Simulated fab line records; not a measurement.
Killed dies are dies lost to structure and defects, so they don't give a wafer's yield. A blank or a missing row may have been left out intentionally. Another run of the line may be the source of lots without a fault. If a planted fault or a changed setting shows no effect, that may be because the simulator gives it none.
fab line records :: flow gf180mcu :: part 2 of 2: steps 29 to 40 of 40
record:
  lots: 5
  wafers: 15
  last-day: 34
route steps=602 shown MVPSD@85 VT_IMPLANT@90
lots untouched by any fault: they come from a run of this same line in which no faults occurred
start-h: hours from the record's first day to the start of the lot's first wafer shown :: wait-h: how many hours have passed since the lot's step before this one :: " repeats the value in the row above :: L1.1+2: several wafers, shown together as one row :: - no value, or no start was given :: * or withheld: withheld :: < > ~ a bound
route shown NAME@n: NAME is a module with steps in the file, n the number in the route of the first one :: usual: average and standard deviation across the fault-free wafers :: same: alike in all rows :: chamber/n: place in a boat :: sites: the reading at each site :: _std_site: the standard deviation of these :: _edge_site: outer sites' mean less inner sites' :: radius-mm: for every site, how far away it sits from the centre of the wafer :: mask NAME#n: copy n :: behind: the last tool/chamber to shape the wafer :: hold: what put the lot on hold/how long, in hours/how the hold closed :: device: transistor that didn't switch, given as n, p or np :: end of line: tests of these same wafers at the route's end :: a step without rows: its recipe alone :: killed: dies lost to structure and defects at the first sort, not the wafer's yield :: map: a wafer's dies, marking killed ones x, the rest . and places with no die _
set.NAME: the run value of the setting; set.NAME@STEP: its run value at that earlier step :: model.NAME: the simulator's own value behind a step, which no gauge read
a table for each step, a row for each wafer; lots at some steps of the route
services: when a tool's chamber went out of use (start-h, in hours from the record's first day, below 0 if earlier), for how many hours, and the reason
== steps ==
step: GF_VT_IMPLANT_HMDS_23
recipe:
  prime-time-s: 60
  prime-temp-c: 120
usual:
  prime-temp-c: 119.98/0.13
lot.wafer: L080.1
tool: litho-track-01
chamber: 0
start-h: 172.48
wait-h: 0.1
prime-temp-c: 119.84

lot.wafer: L080.4
tool: litho-track-01
chamber: 0
start-h: 172.48
wait-h: 0.1
prime-temp-c: 119.90

lot.wafer: L080.6
tool: litho-track-01
chamber: 0
start-h: 172.48
wait-h: 0.1
prime-temp-c: 119.96

lot.wafer: L082.4
tool: litho-track-01
chamber: 0
start-h: 185.30
wait-h: 0.1
prime-temp-c: 120.10

lot.wafer: L082.5
tool: litho-track-01
chamber: 0
start-h: 185.30
wait-h: 0.1
prime-temp-c: 119.98

lot.wafer: L082.6
tool: litho-track-01
chamber: 0
start-h: 185.30
wait-h: 0.1
prime-temp-c: 119.89

lot.wafer: L086.3
tool: litho-track-04
chamber: 0
start-h: 212.64
wait-h: 0.1
prime-temp-c: 120.16

lot.wafer: L086.4
tool: litho-track-04
chamber: 0
start-h: 212.64
wait-h: 0.1
prime-temp-c: 120.10

lot.wafer: L086.5
tool: litho-track-04
chamber: 0
start-h: 212.64
wait-h: 0.1
prime-temp-c: 119.94

lot.wafer: L088.1
tool: litho-track-04
chamber: 0
start-h: 223.39
wait-h: 0.1
prime-temp-c: 119.96

lot.wafer: L088.3
tool: litho-track-04
chamber: 0
start-h: 223.39
wait-h: 0.1
prime-temp-c: 120.04

lot.wafer: L088.4
tool: litho-track-04
chamber: 0
start-h: 223.39
wait-h: 0.1
prime-temp-c: 120.04

lot.wafer: L096.2
tool: litho-track-03
chamber: 0
start-h: 280.69
wait-h: 0.1
prime-temp-c: 120.09

lot.wafer: L096.4
tool: litho-track-03
chamber: 0
start-h: 280.69
wait-h: 0.1
prime-temp-c: 119.87

lot.wafer: L096.6
tool: litho-track-03
chamber: 0
start-h: 280.69
wait-h: 0.1
prime-temp-c: 120.23
step: GF_VT_IMPLANT_COAT_24
recipe:
  resist: NOVOLAK
  spin-rpm: 3000
  resist-thk-nm: 1000
lot.wafer: L080.1+4+6
tool: litho-track-01
chamber: 0
start-h: 172.63
wait-h: 0.1

lot.wafer: L082.4+5+6
tool: litho-track-01
chamber: 0
start-h: 185.45
wait-h: 0.1

lot.wafer: L086.3+4+5
tool: litho-track-04
chamber: 0
start-h: 212.79
wait-h: 0.1

lot.wafer: L088.1+3+4
tool: litho-track-04
chamber: 0
start-h: 223.54
wait-h: 0.1

lot.wafer: L096.2+4+6
tool: litho-track-03
chamber: 0
start-h: 280.84
wait-h: 0.1
step: GF_VT_IMPLANT_SOFTBAKE_25
recipe:
  temp-c: 90
  time-s: 60
  resist: NOVOLAK
lot.wafer: L080.1+4+6
tool: litho-track-01
chamber: 0
start-h: 172.78
wait-h: 0.1

lot.wafer: L082.4+5+6
tool: litho-track-01
chamber: 0
start-h: 185.60
wait-h: 0.1

lot.wafer: L086.3+4+5
tool: litho-track-04
chamber: 0
start-h: 212.94
wait-h: 0.1

lot.wafer: L088.1+3+4
tool: litho-track-04
chamber: 0
start-h: 223.69
wait-h: 0.1

lot.wafer: L096.2+4+6
tool: litho-track-03
chamber: 0
start-h: 280.99
wait-h: 0.1
step: GF_VT_IMPLANT_EXPOSE_26
recipe:
  mask-id: LVPWELL_HV_AREA
  target-cd-nm: 860
  na: 0.6
  source-shape: conventional
  sigma-outer: 0.6
  dose-mj: 140
lot.wafer: L080.1+4+6
tool: iline-stepper-02
chamber: 0
start-h: -
wait-h: -
mask: LVPWELL_HV_AREA#0

lot.wafer: L082.4+5+6
tool: iline-stepper-01
chamber: 0
start-h: -
wait-h: -
mask: LVPWELL_HV_AREA#0

lot.wafer: L086.3+4+5
tool: iline-stepper-01
chamber: 0
start-h: -
wait-h: -
mask: LVPWELL_HV_AREA#0

lot.wafer: L088.1+3+4
tool: iline-stepper-02
chamber: 0
start-h: -
wait-h: -
mask: LVPWELL_HV_AREA#0

lot.wafer: L096.2+4+6
tool: iline-stepper-02
chamber: 0
start-h: -
wait-h: -
mask: LVPWELL_HV_AREA#0
step: GF_VT_IMPLANT_PEB_27
recipe:
  temp-c: withheld
  time-s: *
  resist: NOVOLAK
lot.wafer: L080.1+4+6
tool: litho-track-03
chamber: 0
start-h: -
wait-h: -

lot.wafer: L082.4+5+6
tool: litho-track-01
chamber: 0
start-h: -
wait-h: -

lot.wafer: L086.3+4+5
tool: litho-track-03
chamber: 0
start-h: -
wait-h: -

lot.wafer: L088.1+3+4
tool: litho-track-03
chamber: 0
start-h: -
wait-h: -

lot.wafer: L096.2+4+6
tool: litho-track-01
chamber: 0
start-h: -
wait-h: -
step: GF_VT_IMPLANT_DEVELOP_28
recipe:
  develop-time-s: 60
  dev-temp-c: 23
lot.wafer: L080.1+4+6
tool: litho-track-03
chamber: 0
start-h: 180.47
wait-h: 0.1

lot.wafer: L082.4+5+6
tool: litho-track-01
chamber: 0
start-h: 193.65
wait-h: 0.1

lot.wafer: L086.3+4+5
tool: litho-track-03
chamber: 0
start-h: 221.82
wait-h: 0.1

lot.wafer: L088.1+3+4
tool: litho-track-03
chamber: 0
start-h: 232.42
wait-h: 0.1

lot.wafer: L096.2+4+6
tool: litho-track-01
chamber: 0
start-h: 290.70
wait-h: 0.1
step: GF_VT_IMPLANT_OVL_MEAS_29
usual:
  VT_IMPLANT_02_OVL: -0.1/1.4
lot.wafer: L080.1
tool: overlay-01
chamber: -
start-h: 180.62
wait-h: 0.1
VT_IMPLANT_02_OVL[nm]: 1.0

lot.wafer: L080.4
tool: overlay-01
chamber: -
start-h: 180.62
wait-h: 0.1
VT_IMPLANT_02_OVL[nm]: 1.1

lot.wafer: L080.6
tool: overlay-01
chamber: -
start-h: 180.62
wait-h: 0.1
VT_IMPLANT_02_OVL[nm]: -0.2

lot.wafer: L082.4
tool: overlay-02
chamber: -
start-h: 193.74
wait-h: 0.1
VT_IMPLANT_02_OVL[nm]: -1.2

lot.wafer: L082.5
tool: overlay-02
chamber: -
start-h: 193.74
wait-h: 0.1
VT_IMPLANT_02_OVL[nm]: -1.4

lot.wafer: L082.6
tool: overlay-02
chamber: -
start-h: 193.74
wait-h: 0.1
VT_IMPLANT_02_OVL[nm]: -0.1

lot.wafer: L086.3
tool: overlay-01
chamber: -
start-h: 221.93
wait-h: 0.1
VT_IMPLANT_02_OVL[nm]: -2.8

lot.wafer: L086.4
tool: overlay-01
chamber: -
start-h: 221.93
wait-h: 0.1
VT_IMPLANT_02_OVL[nm]: -2.3

lot.wafer: L086.5
tool: overlay-01
chamber: -
start-h: 221.93
wait-h: 0.1
VT_IMPLANT_02_OVL[nm]: -2.5

lot.wafer: L088.1
tool: overlay-02
chamber: -
start-h: 232.57
wait-h: 0.1
VT_IMPLANT_02_OVL[nm]: -0.5

lot.wafer: L088.3
tool: overlay-02
chamber: -
start-h: 232.57
wait-h: 0.1
VT_IMPLANT_02_OVL[nm]: -0.1

lot.wafer: L088.4
tool: overlay-02
chamber: -
start-h: 232.57
wait-h: 0.1
VT_IMPLANT_02_OVL[nm]: 0.5

lot.wafer: L096.2
tool: overlay-01
chamber: -
start-h: 290.83
wait-h: 0.1
VT_IMPLANT_02_OVL[nm]: 1.2

lot.wafer: L096.4
tool: overlay-01
chamber: -
start-h: 290.83
wait-h: 0.1
VT_IMPLANT_02_OVL[nm]: 1.3

lot.wafer: L096.6
tool: overlay-01
chamber: -
start-h: 290.83
wait-h: 0.1
VT_IMPLANT_02_OVL[nm]: 1.8
step: GF_VT_IMPLANT_IMPLANT_30
recipe:
  species: B
  energy-kev: 25
  dose-cm2: 2.534e+12
  tilt-deg: 7
usual:
  dose-ions-cm2: 2.5342e+12/2.8e+09
  end-station-pressure-torr: 5e-06/2.6e-07
same:
  implant-ion-amu: 11
lot.wafer: L080.1
tool: implanter-01
chamber: 0
start-h: 180.65
wait-h: 0.0
dose-ions-cm2: 2.5373e+12
end-station-pressure-torr: 4.75e-06

lot.wafer: L080.4
tool: implanter-01
chamber: 0
start-h: 180.65
wait-h: 0.0
dose-ions-cm2: 2.5339e+12
end-station-pressure-torr: 4.73e-06

lot.wafer: L080.6
tool: implanter-01
chamber: 0
start-h: 180.65
wait-h: 0.0
dose-ions-cm2: 2.534e+12
end-station-pressure-torr: 4.86e-06

lot.wafer: L082.4
tool: implanter-01
chamber: 0
start-h: 193.84
wait-h: 0.1
dose-ions-cm2: 2.5341e+12
end-station-pressure-torr: 5.36e-06

lot.wafer: L082.5
tool: implanter-01
chamber: 0
start-h: 193.84
wait-h: 0.1
dose-ions-cm2: 2.5369e+12
end-station-pressure-torr: 4.66e-06

lot.wafer: L082.6
tool: implanter-01
chamber: 0
start-h: 193.84
wait-h: 0.1
dose-ions-cm2: 2.5388e+12
end-station-pressure-torr: 4.72e-06

lot.wafer: L086.3
tool: implanter-04
chamber: 0
start-h: 222.00
wait-h: 0.1
dose-ions-cm2: 2.5379e+12
end-station-pressure-torr: 4.92e-06

lot.wafer: L086.4
tool: implanter-04
chamber: 0
start-h: 222.00
wait-h: 0.1
dose-ions-cm2: 2.5332e+12
end-station-pressure-torr: 5.03e-06

lot.wafer: L086.5
tool: implanter-04
chamber: 0
start-h: 222.00
wait-h: 0.1
dose-ions-cm2: 2.5391e+12
end-station-pressure-torr: 5.07e-06

lot.wafer: L088.1
tool: implanter-01
chamber: 0
start-h: 232.60
wait-h: 0.0
dose-ions-cm2: 2.533e+12
end-station-pressure-torr: 4.76e-06

lot.wafer: L088.3
tool: implanter-01
chamber: 0
start-h: 232.60
wait-h: 0.0
dose-ions-cm2: 2.5307e+12
end-station-pressure-torr: 5.06e-06

lot.wafer: L088.4
tool: implanter-01
chamber: 0
start-h: 232.60
wait-h: 0.0
dose-ions-cm2: 2.5355e+12
end-station-pressure-torr: 4.96e-06

lot.wafer: L096.2
tool: implanter-04
chamber: 0
start-h: 290.88
wait-h: 0.0
dose-ions-cm2: 2.5376e+12
end-station-pressure-torr: 5.21e-06

lot.wafer: L096.4
tool: implanter-04
chamber: 0
start-h: 290.88
wait-h: 0.0
dose-ions-cm2: 2.5373e+12
end-station-pressure-torr: 5.11e-06

lot.wafer: L096.6
tool: implanter-04
chamber: 0
start-h: 290.88
wait-h: 0.0
dose-ions-cm2: 2.5339e+12
end-station-pressure-torr: 4.86e-06
step: GF_VT_IMPLANT_STRIP_31
recipe:
  chemistry: O2/N2
  power-w: 1400
  pressure-mtorr: 1500
  platen-temp-c: 250
  o2-flow-sccm: 3000
  n2-flow-sccm: 300
  overash-fraction: 0.5
usual:
  drypump-motor-current-A: 5.7/0.48
  heater-power-w: 345/21
  oes-product-au: 0.716/0.0042
  strip-time-to-endpoint-s: 12.62/0.041
lot.wafer: L080.1
tool: plasma-asher-03
chamber: 0
start-h: 180.80
wait-h: 0.1
drypump-motor-current-A: 5.3
heater-power-w: 361
oes-product-au: 0.715
rf-hours-counter-h: 57
strip-time-to-endpoint-s: 12.60

lot.wafer: L080.4
tool: plasma-asher-03
chamber: 1
start-h: 180.80
wait-h: 0.1
drypump-motor-current-A: 5.3
heater-power-w: 307
oes-product-au: 0.726
rf-hours-counter-h: -
strip-time-to-endpoint-s: 12.67

lot.wafer: L080.6
tool: plasma-asher-03
chamber: 0
start-h: 180.80
wait-h: 0.1
drypump-motor-current-A: 5.3
heater-power-w: 365
oes-product-au: 0.717
rf-hours-counter-h: -
strip-time-to-endpoint-s: 12.56

lot.wafer: L082.4
tool: plasma-asher-01
chamber: 0
start-h: 193.94
wait-h: 0.1
drypump-motor-current-A: 5.3
heater-power-w: 350
oes-product-au: 0.712
rf-hours-counter-h: -
strip-time-to-endpoint-s: 12.61

lot.wafer: L082.5
tool: plasma-asher-01
chamber: 0
start-h: 193.94
wait-h: 0.1
drypump-motor-current-A: 5.3
heater-power-w: 349
oes-product-au: 0.723
rf-hours-counter-h: -
strip-time-to-endpoint-s: 12.60

lot.wafer: L082.6
tool: plasma-asher-01
chamber: 1
start-h: 193.94
wait-h: 0.1
drypump-motor-current-A: 6.3
heater-power-w: 348
oes-product-au: 0.721
rf-hours-counter-h: -
strip-time-to-endpoint-s: 12.60

lot.wafer: L086.3
tool: plasma-asher-03
chamber: 1
start-h: 222.13
wait-h: 0.1
drypump-motor-current-A: 5.4
heater-power-w: 320
oes-product-au: 0.719
rf-hours-counter-h: -
strip-time-to-endpoint-s: 12.59

lot.wafer: L086.4
tool: plasma-asher-03
chamber: 0
start-h: 222.13
wait-h: 0.1
drypump-motor-current-A: 5.3
heater-power-w: 364
oes-product-au: 0.715
rf-hours-counter-h: -
strip-time-to-endpoint-s: 12.61

lot.wafer: L086.5
tool: plasma-asher-03
chamber: 1
start-h: 222.13
wait-h: 0.1
drypump-motor-current-A: 5.4
heater-power-w: 309
oes-product-au: 0.712
rf-hours-counter-h: -
strip-time-to-endpoint-s: 12.62

lot.wafer: L088.1
tool: plasma-asher-03
chamber: 0
start-h: 232.75
wait-h: 0.1
drypump-motor-current-A: 5.3
heater-power-w: 354
oes-product-au: 0.720
rf-hours-counter-h: 63
strip-time-to-endpoint-s: 12.58

lot.wafer: L088.3
tool: plasma-asher-03
chamber: 1
start-h: 232.75
wait-h: 0.1
drypump-motor-current-A: 5.4
heater-power-w: 311
oes-product-au: 0.713
rf-hours-counter-h: -
strip-time-to-endpoint-s: 12.63

lot.wafer: L088.4
tool: plasma-asher-03
chamber: 0
start-h: 232.75
wait-h: 0.1
drypump-motor-current-A: 5.3
heater-power-w: 359
oes-product-au: 0.717
rf-hours-counter-h: -
strip-time-to-endpoint-s: 12.62

lot.wafer: L096.2
tool: plasma-asher-01
chamber: 1
start-h: 291.01
wait-h: 0.1
drypump-motor-current-A: 6.3
heater-power-w: 345
oes-product-au: 0.711
rf-hours-counter-h: 65
strip-time-to-endpoint-s: 12.66

lot.wafer: L096.4
tool: plasma-asher-01
chamber: 1
start-h: 291.01
wait-h: 0.1
drypump-motor-current-A: 6.3
heater-power-w: 353
oes-product-au: 0.719
rf-hours-counter-h: -
strip-time-to-endpoint-s: 12.68

lot.wafer: L096.6
tool: plasma-asher-01
chamber: 1
start-h: 291.01
wait-h: 0.1
drypump-motor-current-A: 6.3
heater-power-w: 356
oes-product-au: 0.718
rf-hours-counter-h: -
strip-time-to-endpoint-s: 12.65
step: GF_VT_IMPLANT_TW_MEAS_32
usual:
  VT_IMPLANT_3_TW: 266/3.5
lot.wafer: L080.1
tool: film-metro-04
chamber: -
start-h: 180.90
wait-h: 0.1
VT_IMPLANT_3_TW: 270

lot.wafer: L080.4
tool: film-metro-04
chamber: -
start-h: 180.90
wait-h: 0.1
VT_IMPLANT_3_TW: 270

lot.wafer: L080.6
tool: film-metro-04
chamber: -
start-h: 180.90
wait-h: 0.1
VT_IMPLANT_3_TW: 269

lot.wafer: L082.4
tool: film-metro-02
chamber: -
start-h: 194.04
wait-h: 0.1
VT_IMPLANT_3_TW: 263

lot.wafer: L082.5
tool: film-metro-02
chamber: -
start-h: 194.04
wait-h: 0.1
VT_IMPLANT_3_TW: 262

lot.wafer: L082.6
tool: film-metro-02
chamber: -
start-h: 194.04
wait-h: 0.1
VT_IMPLANT_3_TW: 263

lot.wafer: L086.3
tool: film-metro-01
chamber: -
start-h: 222.22
wait-h: 0.1
VT_IMPLANT_3_TW: 267

lot.wafer: L086.4
tool: film-metro-01
chamber: -
start-h: 222.22
wait-h: 0.1
VT_IMPLANT_3_TW: 271

lot.wafer: L086.5
tool: film-metro-01
chamber: -
start-h: 222.22
wait-h: 0.1
VT_IMPLANT_3_TW: 269

lot.wafer: L088.1
tool: film-metro-02
chamber: -
start-h: 232.85
wait-h: 0.1
VT_IMPLANT_3_TW: 262

lot.wafer: L088.3
tool: film-metro-02
chamber: -
start-h: 232.85
wait-h: 0.1
VT_IMPLANT_3_TW: 262

lot.wafer: L088.4
tool: film-metro-02
chamber: -
start-h: 232.85
wait-h: 0.1
VT_IMPLANT_3_TW: 261

lot.wafer: L096.2
tool: film-metro-04
chamber: -
start-h: 291.12
wait-h: 0.1
VT_IMPLANT_3_TW: 270

lot.wafer: L096.4
tool: film-metro-04
chamber: -
start-h: 291.12
wait-h: 0.1
VT_IMPLANT_3_TW: 270

lot.wafer: L096.6
tool: film-metro-04
chamber: -
start-h: 291.12
wait-h: 0.1
VT_IMPLANT_3_TW: 272
step: GF_VT_IMPLANT_DEHYDRATE_33
recipe:
  temp-c: 200
  time-s: 60
lot.wafer: L080.1+4+6
tool: litho-track-01
chamber: 0
start-h: 188.87
wait-h: 8.0

lot.wafer: L082.4+5+6
tool: litho-track-01
chamber: 0
start-h: 202.15
wait-h: 8.1

lot.wafer: L086.3+4+5
tool: litho-track-01
chamber: 0
start-h: 230.57
wait-h: 8.3

lot.wafer: L088.1+3+4
tool: litho-track-04
chamber: 0
start-h: 241.24
wait-h: 8.4

lot.wafer: L096.2+4+6
tool: litho-track-04
chamber: 0
start-h: 300.61
wait-h: 9.5
step: GF_VT_IMPLANT_HMDS_34
recipe:
  prime-time-s: 60
  prime-temp-c: 120
usual:
  prime-temp-c: 119.99/0.11
lot.wafer: L080.1
tool: litho-track-01
chamber: 0
start-h: 189.02
wait-h: 0.1
prime-temp-c: 120.10

lot.wafer: L080.4
tool: litho-track-01
chamber: 0
start-h: 189.02
wait-h: 0.1
prime-temp-c: 119.85

lot.wafer: L080.6
tool: litho-track-01
chamber: 0
start-h: 189.02
wait-h: 0.1
prime-temp-c: 119.92

lot.wafer: L082.4
tool: litho-track-01
chamber: 0
start-h: 202.30
wait-h: 0.1
prime-temp-c: 119.90

lot.wafer: L082.5
tool: litho-track-01
chamber: 0
start-h: 202.30
wait-h: 0.1
prime-temp-c: 120.15

lot.wafer: L082.6
tool: litho-track-01
chamber: 0
start-h: 202.30
wait-h: 0.1
prime-temp-c: 119.88

lot.wafer: L086.3
tool: litho-track-01
chamber: 0
start-h: 230.72
wait-h: 0.1
prime-temp-c: 119.99

lot.wafer: L086.4
tool: litho-track-01
chamber: 0
start-h: 230.72
wait-h: 0.1
prime-temp-c: 120.07

lot.wafer: L086.5
tool: litho-track-01
chamber: 0
start-h: 230.72
wait-h: 0.1
prime-temp-c: 120.15

lot.wafer: L088.1
tool: litho-track-04
chamber: 0
start-h: 241.39
wait-h: 0.1
prime-temp-c: 120.01

lot.wafer: L088.3
tool: litho-track-04
chamber: 0
start-h: 241.39
wait-h: 0.1
prime-temp-c: 120.00

lot.wafer: L088.4
tool: litho-track-04
chamber: 0
start-h: 241.39
wait-h: 0.1
prime-temp-c: 119.82

lot.wafer: L096.2
tool: litho-track-04
chamber: 0
start-h: 300.76
wait-h: 0.1
prime-temp-c: 119.97

lot.wafer: L096.4
tool: litho-track-04
chamber: 0
start-h: 300.76
wait-h: 0.1
prime-temp-c: 119.85

lot.wafer: L096.6
tool: litho-track-04
chamber: 0
start-h: 300.76
wait-h: 0.1
prime-temp-c: 119.87
== services ==
tool: plasma-asher-04
chamber: -
start-h: 108.75
hours: 9.0
kind: pm

tool: plasma-asher-04
chamber: 0
start-h: 108.75
hours: 9.0
kind: vent-cycle

tool: iline-stepper-01
chamber: -
start-h: 123.47
hours: 4.4
kind: pm

tool: implanter-04
chamber: -
start-h: 124.43
hours: 3.5
kind: pm

tool: plasma-asher-03
chamber: -
start-h: 132.79
hours: 2.2
kind: repair

tool: plasma-asher-01
chamber: -
start-h: 144.92
hours: 1.0
kind: repair

tool: iline-stepper-02
chamber: -
start-h: 148.82
hours: 2.1
kind: pm

tool: iline-stepper-02
chamber: -
start-h: 150.90
hours: -
kind: consumable-replace:lamp

tool: implanter-02
chamber: -
start-h: 151.80
hours: 1.6
kind: repair

tool: plasma-asher-03
chamber: -
start-h: 152.06
hours: 4.7
kind: repair

tool: implanter-01
chamber: -
start-h: 154.87
hours: 3.9
kind: pm

tool: iline-stepper-01
chamber: -
start-h: 165.62
hours: 1.7
kind: pm

tool: plasma-asher-01
chamber: -
start-h: 179.83
hours: 1.8
kind: repair

tool: implanter-03
chamber: -
start-h: 182.29
hours: 3.0
kind: pm

tool: plasma-asher-02
chamber: -
start-h: 190.02
hours: 1.9
kind: repair

tool: iline-stepper-02
chamber: -
start-h: 199.46
hours: 1.7
kind: pm

tool: iline-stepper-02
chamber: -
start-h: 245.08
hours: 18.1
kind: repair

tool: implanter-04
chamber: -
start-h: 252.27
hours: 3.4
kind: repair

tool: iline-stepper-02
chamber: -
start-h: 255.32
hours: 2.4
kind: repair

tool: implanter-04
chamber: -
start-h: 280.78
hours: 4.1
kind: pm

tool: iline-stepper-01
chamber: -
start-h: 283.38
hours: 2.1
kind: pm

tool: iline-stepper-01
chamber: -
start-h: 285.46
hours: -
kind: consumable-replace:lamp

tool: iline-stepper-02
chamber: 0
start-h: 293.64
hours: -
kind: calibration

tool: iline-stepper-01
chamber: 0
start-h: 296.45
hours: -
kind: calibration
